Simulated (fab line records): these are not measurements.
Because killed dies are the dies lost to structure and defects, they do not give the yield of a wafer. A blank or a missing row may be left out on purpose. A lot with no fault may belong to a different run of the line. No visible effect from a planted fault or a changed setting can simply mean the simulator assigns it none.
2 desks, one fault || flow gf180mcu || every desk sees just its own numbers, and what lay behind them comes last

== TOOL OWNER'S DESK, krf_scanner-01 ==
The tool's own readings at GF_V5_EXPOSE_11 (exposes mask Via5, target cd 260 nm): means of the sampled wafers that have a number, for each lot that ran on this tool. A lot is out of limits, marked OUT, if its mean lies more than 4 standard deviations from the usual mean; the brackets give that distance.
Columns: A = exposure_dose_mJ_cm2 at GF_V5_EXPOSE_11, usual 37.97
{"lot": "L786", "first seen here": "day 26 18:40", "A": 38.00}
{"lot": "L796", "first seen here": "day 30 01:56", "A": "38.50 (+12) OUT"}
{"lot": "L797", "first seen here": "day 30 06:22", "A": "38.51 (+12) OUT"}
{"lot": "L798", "first seen here": "day 30 08:40", "A": "38.50 (+12) OUT"}
Finding of this desk: L796, L797, L798 out of limits; the first was L796 at day 30 01:56, on exposure_dose_mJ_cm2 at GF_V5_EXPOSE_11. Within limits: L786.

== METROLOGY DESK ==
What the gauges read, lot by lot, whatever tool the lot ran on: means of the sampled wafers that have a number. A lot is out of limits, marked OUT, if its mean lies more than 4 standard deviations from the usual mean; the brackets give that distance.
Columns: A = V5_CVD_00_THK at GF_V5_THK_MEAS_01, usual 299 nm; B = V5_CVD_02_THK at GF_V5_THK_MEAS_03, usual 1449 nm; C = V5_BOW at GF_V5_BOW_MEAS_05, usual 132 um; D = cd_nm at GF_V5_CD_MEAS_14, usual 260.2 nm; E = V5_OVL at GF_V5_OVL_MEAS_15, usual 4 nm
{"lot": "L786", "first seen here": "day 26 07:20", "A": 294, "B": 1471, "C": 132, "D": 260.4, "E": 11}
{"lot": "L790", "first seen here": "day 27 10:03", "A": 299, "B": 1442, "C": 137, "D": 260.9, "E": 4}
{"lot": "L796", "first seen here": "day 29 17:34", "A": 298, "B": 1439, "C": 140, "D": 262.0, "E": 1}
{"lot": "L797", "first seen here": "day 29 20:39", "A": 297, "B": 1455, "C": 120, "D": 264.1, "E": 4}
{"lot": "L798", "first seen here": "day 29 22:07", "A": 296, "B": 1439, "C": 124, "D": 261.8, "E": 6}
{"lot": "L800", "first seen here": "day 30 17:38", "A": 298, "B": 1447, "C": 132, "D": 258.6, "E": 8}
{"lot": "L801", "first seen here": "day 30 22:14", "A": 300, "B": 1459, "C": 123, "D": 260.1, "E": 6}
Result from this desk: across the 7 lots, nothing is out of limits.

== ALL TOGETHER ==
At day 30 01:56, on L796, L797, L798, the tool owner's desk was in a position to raise an alarm.
Metrology desk: nothing out of limits seen.
The metrology desk holds a record of L796, L797, L798, inside its limits.
Every lot named ran GF_V5_EXPOSE_11 on krf_scanner-01.

== WHAT THE SIMULATOR HAD INSERTED ==
Process parameters drifting: krf_scanner-01 at GF_V5_EXPOSE_11, beginning at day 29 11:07. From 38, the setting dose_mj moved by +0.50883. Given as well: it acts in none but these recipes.
Shown lots that were struck: L796, L797, L798.
Each desk's first reading out of limits, in hours after the fault started: the tool owner's desk, 15.
